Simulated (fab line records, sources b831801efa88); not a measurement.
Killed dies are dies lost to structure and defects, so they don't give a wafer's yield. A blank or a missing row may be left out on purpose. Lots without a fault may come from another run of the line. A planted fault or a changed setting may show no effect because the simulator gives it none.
Problem report in the 8D (eight disciplines) form, filled by code | flow gf180mcu | the parts of the form that need people (team, actions taken, sign-off) are left out

1. THE PROBLEM
run_length_s at GF_DUAL_GATE_SOFTBAKE_07 reads a mean of 91.84 s on 6 wafers of 2 lots; wafers without a fault read 89.01 s with a standard deviation of 0.19. That is +15 standard deviations from the usual mean.
The step: time 60 s.
First seen on wafer L225.2, day 11 21:28, on litho_track-03. The record holds 18 wafers of 6 lots with a number at this step. Rule for "out", or "out of limits": more than 4 standard deviations from the usual mean. The other wafers with a number count as sound.

2. WHAT IT IS AND WHAT IT IS NOT
question                    | is                     | is not
which readings at this step | run_length_s           | -
which lots                  | L225, L226             | L217, L220, L232, L235
which wafers of those lots  | all that have a number | -
read on which tools         | litho_track-03         | litho_track-02
when                        | from day 11 21:28      | up to then (6 sound wafers); but 6 sound wafers of L232, L235 came after

3. SUSPECTS, AND WHAT RULES EACH OUT
Counting: a tool at a process step up to the reading stays a suspect if it ran every lot that is out and no sound lot after the first of them.
- litho_track-03 at GF_DUAL_GATE_SOFTBAKE_07 (time 60 s): kept. It ran every lot that is out, first L225 (day 11 21:28), and no sound lot after that; its last sound lot up to then is L217 (day 9 11:17). Its own readings are out on those wafers: run_length_s.
Left after counting: litho_track-03 at GF_DUAL_GATE_SOFTBAKE_07.

4. THE CAUSE (what the simulator had put in)
Process parameter drift: litho_track-03, from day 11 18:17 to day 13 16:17, at GF_DUAL_GATE_SOFTBAKE_07. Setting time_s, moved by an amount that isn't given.
Counting left only this tool.

5. THE CHAIN OF EFFECTS, in route order
Each row: a reading whose mean over the struck wafers that have a number lies more than 3 standard deviations from the usual. Only readings for which the record gives a usual standard deviation are gone through. hours: the time from each lot's start at the first step in this table that gives one to its start at this step, as a median over the lots. sigmas: the change in usual standard deviations.
hours | step                     | reading      | usual   | on struck wafers | change | sigmas
0     | GF_DUAL_GATE_SOFTBAKE_07 | run_length_s | 89.01 s | 91.84            | +2.83  | +15
The process steps in it:
- GF_DUAL_GATE_SOFTBAKE_07: time 60 s.

6. WHAT WOULD HAVE CAUGHT IT SOONER
In this record the first reading out of limits was taken at day 11 21:28, 3 hours after the fault began at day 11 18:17.
